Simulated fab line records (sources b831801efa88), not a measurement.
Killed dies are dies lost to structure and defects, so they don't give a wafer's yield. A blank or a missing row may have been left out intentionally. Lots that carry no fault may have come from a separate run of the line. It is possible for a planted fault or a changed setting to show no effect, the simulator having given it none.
Chamber matching || flow sky130 || cmp-02 running SKY_VIA4_CMP_21: 4 sister chambers
The step polishes, stops on SiO2, t overpolish 25 s, target thk 0 nm. 8 wafers are shown with their chamber, then 7 later ones without.

## WAFERS WITH THEIR CHAMBER
{"wafer": "L728.4", "chamber": 1, "motorCurrentA (A)": 10.7, "timeToEndpointS (s)": 131}
{"wafer": "L728.6", "chamber": 1, "motorCurrentA (A)": 10.5, "timeToEndpointS (s)": 133}
{"wafer": "L744.1", "chamber": 2, "motorCurrentA (A)": 10.1, "timeToEndpointS (s)": 129}
{"wafer": "L744.5", "chamber": 2, "motorCurrentA (A)": 10.6, "timeToEndpointS (s)": 125}
{"wafer": "L747.3", "chamber": 3, "motorCurrentA (A)": 9.9, "timeToEndpointS (s)": 124}
{"wafer": "L747.6", "chamber": 0, "motorCurrentA (A)": 11.6, "timeToEndpointS (s)": 119}
{"wafer": "L748.1", "chamber": 0, "motorCurrentA (A)": 11.6, "timeToEndpointS (s)": 123}
{"wafer": "L748.4", "chamber": 3, "motorCurrentA (A)": 9.3, "timeToEndpointS (s)": 125}

## WAFERS MISSING THEIR CHAMBER
{"wafer": "L748.5", "motorCurrentA (A)": 11.7, "timeToEndpointS (s)": 120}
{"wafer": "L750.2", "motorCurrentA (A)": 12.4, "timeToEndpointS (s)": 121}
{"wafer": "L750.3", "motorCurrentA (A)": 10.7, "timeToEndpointS (s)": 129}
{"wafer": "L750.6", "motorCurrentA (A)": 10.7, "timeToEndpointS (s)": 130}
{"wafer": "L751.1", "motorCurrentA (A)": 10.1, "timeToEndpointS (s)": 129}
{"wafer": "L751.4", "motorCurrentA (A)": 11.8, "timeToEndpointS (s)": 123}
{"wafer": "L751.6", "motorCurrentA (A)": 9.6, "timeToEndpointS (s)": 122}

## THE CHAMBER EACH PASSED THROUGH
{"wafer": "L748.5", "from the rows above": 0, "in truth": 0}
{"wafer": "L750.2", "from the rows above": 0, "in truth": 0}
{"wafer": "L750.3", "from the rows above": "can't be placed: 1 or 2", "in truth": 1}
{"wafer": "L750.6", "from the rows above": "can't be placed: 1 or 2", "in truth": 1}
{"wafer": "L751.1", "from the rows above": "can't be placed: 2 or 1 or 3", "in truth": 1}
{"wafer": "L751.4", "from the rows above": 0, "in truth": 0}
{"wafer": "L751.6", "from the rows above": 3, "in truth": 3}
Correctly placed: 4 of 7. From these rows, 3 cannot be placed; in 3 the true chamber is one of the candidates. Placed wrongly: 0.
How it was worked out, from the rows above alone: a wafer's distance from a chamber is the root of the sum, over the readings, of the square of ((its reading less the chamber's mean) divided by the reading's scatter). The wafer belongs to the nearest chamber; if the next one is less than 2 further off, it can't be placed. For every chamber, the mean is computed from those of its wafers that are shown. How the scatter is found: for the shown wafers, subtract from each reading the mean of its chamber, square and add these, divide the total by (wafers less chambers), then take the root.
